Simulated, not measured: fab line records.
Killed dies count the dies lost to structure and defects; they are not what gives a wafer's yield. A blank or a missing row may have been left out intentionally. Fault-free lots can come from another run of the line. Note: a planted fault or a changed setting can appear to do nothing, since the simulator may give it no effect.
8D (eight disciplines) problem report, filled in by code ; flow gf180mcu ; the parts of the form that need people (team, actions taken, sign-off) are left out

1. WHAT WENT WRONG
At GF_V3_CMP_26, time to endpoint s averages 44 s over 3 wafers from 2 lots, while fault-free wafers read 82 s, standard deviation 4.8. Relative to the usual mean, that is a shift of -7.8 standard deviations.
The step: polishes, stops on SiO2, t overpolish 15 s, target thk 0 nm.
Seen first at day 27 23:46 on cmp-02, wafer L787.4. Wafers with a number at this step in the record: 39, from 13 lots. By rule, "out" or "out of limits" means more than 4 standard deviations away from the usual mean. Any other wafer with a number is counted as sound.

2. WHAT IT IS, WHAT IT ISN'T
question;is;is not
which readings at this step;time to endpoint s;motor current A, overpolish run s
which lots;L787, L788;L771, L773, L774, L775, L777, L779, L783, L790, L791, L793, L794
which wafers of those lots;L787.4, L788.4, L788.6;L787.1, L787.2, L788.3
read on which tools;cmp-02;cmp-01
when;from day 27 23:46;"up to then (23 sound wafers); but 13 sound wafers of L788, L790, L791, L793, L794 came after"

3. WHAT RULES OUT EACH SUSPECT
Counting: if a tool at a process step up to the reading ran every lot that is out, it stays a suspect. Sound lots after the first of them don't rule it out here, since some wafers of a struck lot are sound.
- cvd w-01 at GF_V3_CVD_23 (deposits W, target thk 350 nm, time 104.9 s): kept. It ran every lot that is out, first L787 (day 27 23:28); its last sound lot up to then is L779 (day 25 11:20).
- cmp-02 at GF_V3_CMP_26 (polishes, stops on SiO2, t overpolish 15 s, target thk 0 nm): kept. It ran every lot that is out, first L787 (day 27 23:46); its last sound lot up to then is L783 (day 27 01:07). Out on those wafers are its own readings of time to endpoint s.
The count leaves cmp-02 at GF_V3_CMP_26 and cvd w-01 at GF_V3_CVD_23.

4. THE CAUSE (what the simulator had put in)
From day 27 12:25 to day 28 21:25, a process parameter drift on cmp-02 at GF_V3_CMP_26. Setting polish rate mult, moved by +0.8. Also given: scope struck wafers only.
2 suspects survive the count, and this tool is in that group.

5. THE CHAIN OF EFFECTS, in route order
Rows list readings where the struck wafers' mean (over those with a number) sits beyond 3 standard deviations from the usual. Only readings whose record carries a usual standard deviation are examined. hours: median over the lots of the time between each lot's start at the first step of this table that gives one and its start at this step. sigmas: the change, counted in usual standard deviations.
hours;step;reading;usual;on struck wafers;change;sigmas
0;GF_V3_CMP_26;time to endpoint s;82 s;44;-38;-7.8
Process steps it contains:
- GF_V3_CMP_26: polishes, stops on SiO2, t overpolish 15 s, target thk 0 nm.

6. HOW IT WOULD HAVE BEEN CAUGHT EARLIER
In this record no reading fell out of limits until day 27 23:46, 11 hours after the fault had begun at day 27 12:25.
